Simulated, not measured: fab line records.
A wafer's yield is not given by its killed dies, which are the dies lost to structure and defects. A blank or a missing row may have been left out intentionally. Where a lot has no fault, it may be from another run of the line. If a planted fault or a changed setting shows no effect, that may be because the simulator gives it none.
fab line records	flow gf180mcu
record lots=11	wafers=33	lastDay=34
route steps=602 shown V4@479 M5@535 V5@555
lots that met no fault: from a run of the same line without faults
startH: the number of hours between the record's first day and the start of the first shown wafer of the lot	waitH: hours elapsed since this lot's preceding step	" unchanged from the row above	L1.1+2: a row that stands for several wafers	- no value, or no start given	* or withheld: withheld	< > ~ a bound
route shown NAME@n: a module of which the file shows steps, and the number in the route of the first	usual: the fault-free wafers' mean and standard deviation	same: alike in all rows	chamber/n: place in a boat	sites: the reading at each site	_std_site: their standard deviation	_edge_site: the outer-site mean with the inner-site mean subtracted	radiusMm: for every site, how far away it sits from the centre of the wafer	mask NAME#n: copy n	behind: the last tool/chamber to shape the wafer	hold: cause of the lot's hold/its duration in hours/its outcome	device: the transistor (n, p or np) that didn't switch	end of line: tests run on the same wafers once the route is complete	for a step that has no rows: nothing shown but its recipe	killed: at the first sort, the dies lost to defects and structure; wafer yield is something else	map: a wafer's dies, x killed, . not, _ none there
set.NAME: the setting that was run; set.NAME@STEP: the one run at that earlier step	model.NAME: the simulator's own value behind a step, which no gauge read
the route's steps for a sample of lots (tables are steps, rows are wafers)
services: from which hour (startH, from the record's first day; less than 0 if before it) a tool's chamber was out of use, for how many hours, and why
## steps
# step GF_V4_THK_MEAS_03
# recipe reads=SiO2_of_V4_CVD_02
# usual V4_CVD_02_THK=851/12
lot.wafer	tool	chamber	startH	waitH	V4_CVD_02_THK[nm]
L178.3	filmMetro-04	-	545.08	0.1	848
L178.4	"	-	"	"	881
L178.6	"	-	"	"	878
L179.2	filmMetro-03	-	552.45	0.0	854
L179.4	"	-	"	"	856
L179.5	"	-	"	"	841
L180.3	filmMetro-03	-	554.71	0.1	839
L180.5	"	-	"	"	843
L180.6	"	-	"	"	867
L186.2	filmMetro-02	-	607.22	0.0	839
L186.5	"	-	"	"	846
L186.6	"	-	"	"	847
L193.1	filmMetro-04	-	660.23	0.0	840
L193.4	"	-	"	"	841
L193.6	"	-	"	"	848
L194.1	filmMetro-03	-	663.41	0.0	850
L194.4	"	-	"	"	875
L194.5	"	-	"	"	862
L195.1	filmMetro-04	-	668.68	0.0	839
L195.2	"	-	"	"	844
L195.5	"	-	"	"	852
L198.3	filmMetro-04	-	688.77	0.1	837
L198.4	"	-	"	"	849
L198.5	"	-	"	"	870
L199.1	filmMetro-04	-	695.24	0.0	838
L199.2	"	-	"	"	846
L199.6	"	-	"	"	853
L200.1	filmMetro-02	-	702.43	0.0	841
L200.5	"	-	"	"	871
L200.6	"	-	"	"	852
L201.3	filmMetro-04	-	709.43	0.1	838
L201.4	"	-	"	"	867
L201.6	"	-	"	"	844
# step GF_V4_CMP_04
# recipe material=SiO2	downForcePsi=4	platenRpm=60	padVelocityMS=0.94248
# usual motorCurrentA=11.9/0.73	timeToEndpointS=80/5.9
lot.wafer	tool	chamber	startH	waitH	motorCurrentA	timeToEndpointS
L178.4	cmp-02	2	545.12	0.0	11.8	90
L178.3	"	3	"	"	12.2	82
L178.6	"	3	"	"	12.9	94
L179.2	cmp-02	2	552.50	0.0	12.3	77
L179.4	"	0	"	"	11.0	79
L179.5	"	3	"	"	12.8	80
L180.3	cmp-01	0	554.80	0.1	11.4	77
L180.5	"	3	"	"	11.8	74
L180.6	"	0	"	"	11.1	90
L186.2	cmp-02	1	607.32	0.1	12.6	71
L186.6	"	0	"	"	11.2	76
L186.5	"	1	"	"	12.1	94
L193.4	cmp-02	0	660.34	0.1	11.5	74
L193.1	"	1	"	"	12.3	73
L193.6	"	3	"	"	12.4	83
L194.4	cmp-01	2	663.70	0.2	11.4	92
L194.1	"	1	"	"	10.4	78
L194.5	"	3	"	"	11.2	82
L195.2	cmp-02	3	668.74	0.0	11.9	79
L195.1	"	1	"	"	12.6	70
L195.5	"	0	"	"	11.7	78
L198.4	cmp-02	2	688.81	0.0	12.2	81
L198.3	"	1	"	"	11.6	72
L198.5	"	3	"	"	12.4	91
L199.1	cmp-02	2	695.40	0.1	12.7	76
L199.2	"	3	"	"	12.9	82
L199.6	"	0	"	"	10.8	77
L200.1	cmp-02	2	702.64	0.2	12.5	80
L200.6	"	3	"	"	13.1	86
L200.5	"	0	"	"	11.3	87
L201.4	cmp-02	0	709.54	0.1	11.3	88
L201.3	"	2	"	"	12.5	82
L201.6	"	0	"	"	11.2	81
# step GF_V4_BOW_MEAS_05
# recipe mode=bow
# usual V4_BOW=135/9.2
lot.wafer	tool	chamber	startH	waitH	hold	V4_BOW[um]
L178.3	filmMetro-04	-	545.46	0.2	-	135
L178.4	"	-	"	"	-	141
L178.6	"	-	"	"	-	139
L179.2	filmMetro-04	-	552.82	0.3	-	142
L179.4	"	-	"	"	-	146
L179.5	"	-	"	"	-	141
L180.3	filmMetro-02	-	555.09	0.2	-	131
L180.5	"	-	"	"	-	130
L180.6	"	-	"	"	-	135
L186.2	filmMetro-03	-	607.59	0.2	awaitDispo/0.2h/release	135
L186.5	"	-	"	"	awaitDispo/0.2h/release	134
L186.6	"	-	"	"	awaitDispo/0.2h/release	128
L186.2	filmMetro-03	-	607.94	0.3	-	-
L186.5	"	-	"	"	-	-
L186.6	"	-	"	"	-	-
L193.1	filmMetro-04	-	660.59	0.1	-	130
L193.4	"	-	"	"	-	143
L193.6	"	-	"	"	-	149
L194.1	filmMetro-04	-	664.00	0.1	-	135
L194.4	"	-	"	"	-	131
L194.5	"	-	"	"	-	132
L195.1	filmMetro-03	-	669.04	0.1	-	129
L195.2	"	-	"	"	-	114
L195.5	"	-	"	"	-	134
L198.3	filmMetro-02	-	689.15	0.1	-	146
L198.4	"	-	"	"	-	130
L198.5	"	-	"	"	-	139
L199.1	filmMetro-02	-	695.60	0.1	-	121
L199.2	"	-	"	"	-	137
L199.6	"	-	"	"	-	124
L200.1	filmMetro-04	-	702.79	0.1	-	120
L200.5	"	-	"	"	-	118
L200.6	"	-	"	"	-	126
L201.3	filmMetro-04	-	709.83	0.1	-	138
L201.4	"	-	"	"	-	140
L201.6	"	-	"	"	-	149
# step GF_V4_ETCH_17
# recipe chemistry=C4F8/O2/Ar	maskMaterial=KrF	target=SiO2	stopOn=TiN	sourceW=1500	biasW=1200	pressureMtorr=40	c4f8FlowSccm=withheld	O2_flow_sccm=6	Ar_flow_sccm=300	timeS=withheld	targetDepthA=6300
# usual oesProductAu=0.856/0.0045
lot.wafer	tool	chamber	startH	waitH	oesProductAu
L178.3	rieDiel-01	2	-	-	0.859
L178.4	"	1	"	"	0.857
L178.6	"	2	"	"	0.855
L179.2	rieDiel-01	2	-	-	0.859
L179.4	"	3	"	"	0.852
L179.5	"	2	"	"	0.864
L180.3	rieDiel-04	3	-	-	0.856
L180.5	"	3	"	"	0.858
L180.6	"	0	"	"	0.851
L186.2	rieDiel-03	1	-	-	0.854
L186.5	"	1	"	"	0.806
L186.6	"	3	"	"	0.860
L193.1	rieDiel-04	1	-	-	0.854
L193.4	"	0	"	"	0.856
L193.6	"	1	"	"	0.863
L194.1	rieDiel-04	3	-	-	0.852
L194.4	"	2	"	"	0.857
L194.5	"	3	"	"	0.854
L195.1	rieDiel-04	3	-	-	0.853
L195.2	"	2	"	"	0.852
L195.5	"	3	"	"	0.845
L198.3	rieDiel-01	3	-	-	0.855
L198.4	"	3	"	"	0.858
L198.5	"	0	"	"	0.855
L199.1	rieDiel-04	0	-	-	0.857
L199.2	"	2	"	"	0.867
L199.6	"	3	"	"	0.851
L200.1	rieDiel-03	1	-	-	0.855
L200.5	"	1	"	"	0.861
L200.6	"	2	"	"	0.849
L201.3	rieDiel-04	0	-	-	0.867
L201.4	"	1	"	"	0.856
L201.6	"	0	"	"	0.855
# step GF_M5_ETCH_09
# recipe chemistry=CF4/O2	target=Si3N4	targetDepthNm=52	sourceW=800	biasW=150	pressureMtorr=150	cf4FlowSccm=80	O2_flow_sccm=10	timeS=11.6
# usual drypumpMotorCurrentA=5.8/0.48	oesProductAu=0.999/0.0095	throttleValvePct=5.970/0.009
lot.wafer	tool	chamber	startH	waitH	drypumpMotorCurrentA	oesProductAu	rfHoursCounterH	throttleValvePct
L178.3	rieDiel-02	1	612.62	0.0	5.7	0.993	0	5.973
L178.4	"	3	"	"	5.8	0.997	59	5.970
L178.6	"	1	"	"	5.7	0.999	-	5.955
L179.2	rieDiel-01	2	619.66	0.0	6.3	1.007	60	5.962
L179.4	"	3	"	"	6.0	0.998	50	5.973
L179.5	"	2	"	"	6.3	1.008	-	5.988
L180.3	rieDiel-03	3	620.96	0.0	5.2	1.003	4	5.964
L180.5	"	3	"	"	5.3	1.022	-	5.978
L180.6	"	0	"	"	6.1	0.995	-	5.973
L186.2	rieDiel-03	0	669.12	0.0	6.1	1.006	50	5.984
L186.5	"	2	"	"	4.8	1.002	-	5.987
L186.6	"	3	"	"	5.2	1.010	-	5.977
L193.1	rieDiel-02	1	719.00	0.0	5.7	1.001	5	5.968
L193.4	"	0	"	"	5.6	1.012	-	5.962
L193.6	"	1	"	"	5.7	0.991	-	5.967
L194.1	rieDiel-01	0	722.77	0.0	6.1	1.004	5	5.979
L194.4	"	0	"	"	6.1	0.999	-	5.968
L194.5	"	3	"	"	6.0	0.995	-	5.957
L195.1	rieDiel-02	1	727.32	0.0	5.7	0.987	5	5.964
L195.2	"	0	"	"	5.6	1.006	10	5.960
L195.5	"	0	"	"	5.6	1.006	-	5.976
L198.3	rieDiel-03	3	745.34	0.0	5.3	1.000	9	5.973
L198.4	"	2	"	"	4.8	0.998	-	5.969
L198.5	"	1	"	"	5.3	0.987	-	5.970
L199.1	rieDiel-01	2	751.57	0.0	6.3	1.000	1	5.978
L199.2	"	0	"	"	6.1	0.999	6	5.965
L199.6	"	0	"	"	6.1	0.999	-	5.969
L200.1	rieDiel-01	2	757.20	0.0	6.3	0.999	1	5.958
L200.5	"	1	"	"	5.7	1.000	-	5.968
L200.6	"	0	"	"	6.1	1.004	-	5.966
L201.3	rieDiel-03	1	764.25	0.0	5.3	0.997	18	5.961
L201.4	"	0	"	"	6.2	1.002	0	5.961
L201.6	"	1	"	"	5.3	1.004	-	5.979
# step GF_V5_OVL_MEAS_15
# usual V5_OVL=3/4.9
lot.wafer	tool	chamber	startH	waitH	V5_OVL[nm]
L178.3	overlay-02	-	634.62	0.1	-2
L178.4	"	-	"	"	5
L178.6	"	-	"	"	6
L179.2	overlay-01	-	641.91	0.1	-2
L179.4	"	-	"	"	-3
L179.5	"	-	"	"	1
L180.3	overlay-01	-	642.39	0.1	11
L180.5	"	-	"	"	4
L180.6	"	-	"	"	5
L186.2	overlay-01	-	689.84	0.1	3
L186.5	"	-	"	"	1
L186.6	"	-	"	"	4
L193.1	overlay-02	-	737.72	0.1	0
L193.4	"	-	"	"	7
L193.6	"	-	"	"	3
L194.1	overlay-01	-	741.92	0.1	8
L194.4	"	-	"	"	5
L194.5	"	-	"	"	5
L195.1	overlay-01	-	745.92	0.1	5
L195.2	"	-	"	"	4
L195.5	"	-	"	"	6
L198.3	overlay-01	-	763.57	0.1	1
L198.4	"	-	"	"	-1
L198.5	"	-	"	"	5
L199.1	overlay-01	-	769.73	0.1	-6
L199.2	"	-	"	"	-2
L199.6	"	-	"	"	2
L200.1	overlay-02	-	774.57	0.1	5
L200.5	"	-	"	"	3
L200.6	"	-	"	"	1
L201.3	overlay-02	-	781.54	0.1	-6
L201.4	"	-	"	"	-7
L201.6	"	-	"	"	-8
## services
tool	chamber	startH	hours	kind
rieDiel-03	-	555.13	28.1	pm
cmp-02	-	572.00	4.0	pm
rieDiel-04	-	578.12	10.9	repair
rieDiel-03	2	588.51	30.4	repair
rieDiel-01	3	594.67	22.1	repair
rieDiel-03	1	598.41	11.7	repair
rieDiel-02	2	637.44	5.2	repair
cmp-02	-	638.57	1.8	repair
rieDiel-04	-	650.37	2.8	pm
rieDiel-02	3	672.88	9.9	repair
rieDiel-02	-	676.60	2.9	repair
rieDiel-02	-	678.99	0.5	repair
cmp-02	-	685.78	1.0	repair
rieDiel-02	2	691.40	4.5	repair
rieDiel-01	2	694.58	33.4	repair
rieDiel-02	3	700.92	6.5	repair
rieDiel-02	0	706.78	4.1	repair
cmp-02	-	710.46	0.3	repair
cmp-02	-	713.08	6.0	pm
rieDiel-02	-	713.74	2.8	pm
rieDiel-03	0	719.70	4.3	repair
cmp-02	-	730.19	1.0	repair
rieDiel-04	0	730.90	2.7	repair
rieDiel-04	3	734.08	1.2	repair
## key
firstSign step=GF_V4_BOW_MEAS_05	reading=visit	direction=added
effect step=GF_V4_ETCH_17	reading=oesProductAu	direction=down	sigmas=11	usual=0.856	struck=0.806
metAt GF_V4_CMP_04
struckLots L186
struckWafers L186.5
notActingAt GF_V4_THK_MEAS_03,GF_M5_ETCH_09,GF_V5_OVL_MEAS_15
onsetBetween 552.50 607.32
fault kind=processParameterDrift	tool=cmp-02	chamber=-	onsetH=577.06	steps=GF_V4_CMP_04	channel=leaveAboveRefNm	offset=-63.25	shape=step	endH=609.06	scope=struckWafersOnly	actsIn=theseRecipesOnly	stated=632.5
